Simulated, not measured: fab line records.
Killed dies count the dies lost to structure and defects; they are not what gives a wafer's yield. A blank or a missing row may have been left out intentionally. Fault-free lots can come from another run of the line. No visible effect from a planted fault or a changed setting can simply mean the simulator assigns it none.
Which tool did it? | flow sky130 | 11 lots with 33 wafers sampled at 3 steps, on a route of 708 steps

WHAT THE GAUGES SHOWED, per wafer
SKY_PWDE_TW_MEAS_10.
lot  | measured    | on            | PWDE_TW
L521 | day 4 08:40 | film metro-01 | 378.0 376.7 378.1
L522 | day 4 15:51 | film metro-01 | 376.9 378.2 374.8
L526 | day 5 11:08 | film metro-04 | 374.6 372.0 375.4
L527 | day 5 16:56 | film metro-02 | 378.1 376.5 376.9
L528 | day 6 00:47 | film metro-01 | 374.4 374.5 372.0
L529 | day 6 01:36 | film metro-04 | 374.0 376.7 375.2
L530 | day 6 07:55 | film metro-01 | 376.4 376.5 378.1
L531 | day 6 12:16 | film metro-02 | 376.0 376.4 375.2
L533 | day 7 02:02 | film metro-04 | 377.3 374.5 375.1
L540 | day 8 15:41 | film metro-04 | 387.9 384.9 387.3 387.3 385.5 387.1
L542 | day 9 06:17 | film metro-01 | 387.5 385.0 387.1 387.3 386.5 389.2

TOOL THAT RAN EACH LOT (tool first, then ch and the chambers of the sampled wafers, then the start)
lot  | SKY_FIELD_ISO_STRIP_16              | SKY_PWDE_IMPLANT_08
L521 | plasma asher-01 ch 0,1, day 2 10:28 | implanter-02 ch 0, day 4 08:25
L522 | plasma asher-04 ch 0,1, day 2 16:37 | implanter-02 ch 0, day 4 15:37
L526 | plasma asher-04 ch 0,1, day 3 15:46 | implanter-02 ch 0, day 5 10:53
L527 | plasma asher-01 ch 0,1, day 3 22:22 | implanter-01 ch 0, day 5 16:41
L528 | plasma asher-03 ch 0,1, day 4 03:13 | implanter-02 ch 0, day 6 00:32
L529 | plasma asher-01 ch 1, day 4 05:01   | implanter-02 ch 0, day 6 01:22
L530 | plasma asher-03 ch 0,1, day 4 10:49 | implanter-04 ch 0, day 6 07:40
L531 | plasma asher-03 ch 0,1, day 4 14:24 | implanter-01 ch 0, day 6 12:04
L533 | plasma asher-03 ch 0,1, day 5 00:52 | implanter-01 ch 0, day 7 01:49
L540 | plasma asher-01 ch 0, day 6 13:31   | implanter-02 ch 0, day 8 15:26
L542 | plasma asher-04 ch 0,1, day 6 23:34 | implanter-02 ch 0, day 9 06:02
- SKY_FIELD_ISO_STRIP_16: strips in O2/N2.
- SKY_PWDE_IMPLANT_08

THE ANSWER, worked out from the rows above alone
Rule: usual is defined by the lots themselves. The widest of any qualifying gaps counts: lots, ordered by their means at a reading, are off when they make up no more than a third of the lots, leave a main group of 4 or more, and stand apart from it by 3 or more times the standard deviation of that group's means. If all means in a main group match to the digits the tables above print for the reading, that group is not used. A lot without any number at a reading at which 4 lots or more have one is off too. Where the step has rows for the other lots, those lots are counted as sound.
Off: L540, L542, at SKY_PWDE_TW_MEAS_10 (PWDE_TW). The main group has a mean of 375.9 with a standard deviation of 1.3.
If a tool, at a process step before that reading, ran all the lots that are off and no sound lot after the first of them, it fits. Gauges at SKY_PWDE_TW_MEAS_10: tried the same way as those tools. One fits: implanter-02 at SKY_PWDE_IMPLANT_08. A fault onset in the window from L529 (day 6 01:22, its last sound lot) to L540 (day 8 15:26, its first lot off) fits.

WHAT WAS PUT IN BY THE SIMULATOR
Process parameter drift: implanter-02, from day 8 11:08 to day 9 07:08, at SKY_PWDE_IMPLANT_08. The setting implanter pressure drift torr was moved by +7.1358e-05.
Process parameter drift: implanter-02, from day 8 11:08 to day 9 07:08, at SKY_PWDE_IMPLANT_08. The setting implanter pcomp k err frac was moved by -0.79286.
Lots struck among those shown: L540, L542. The same result came from the rule above.
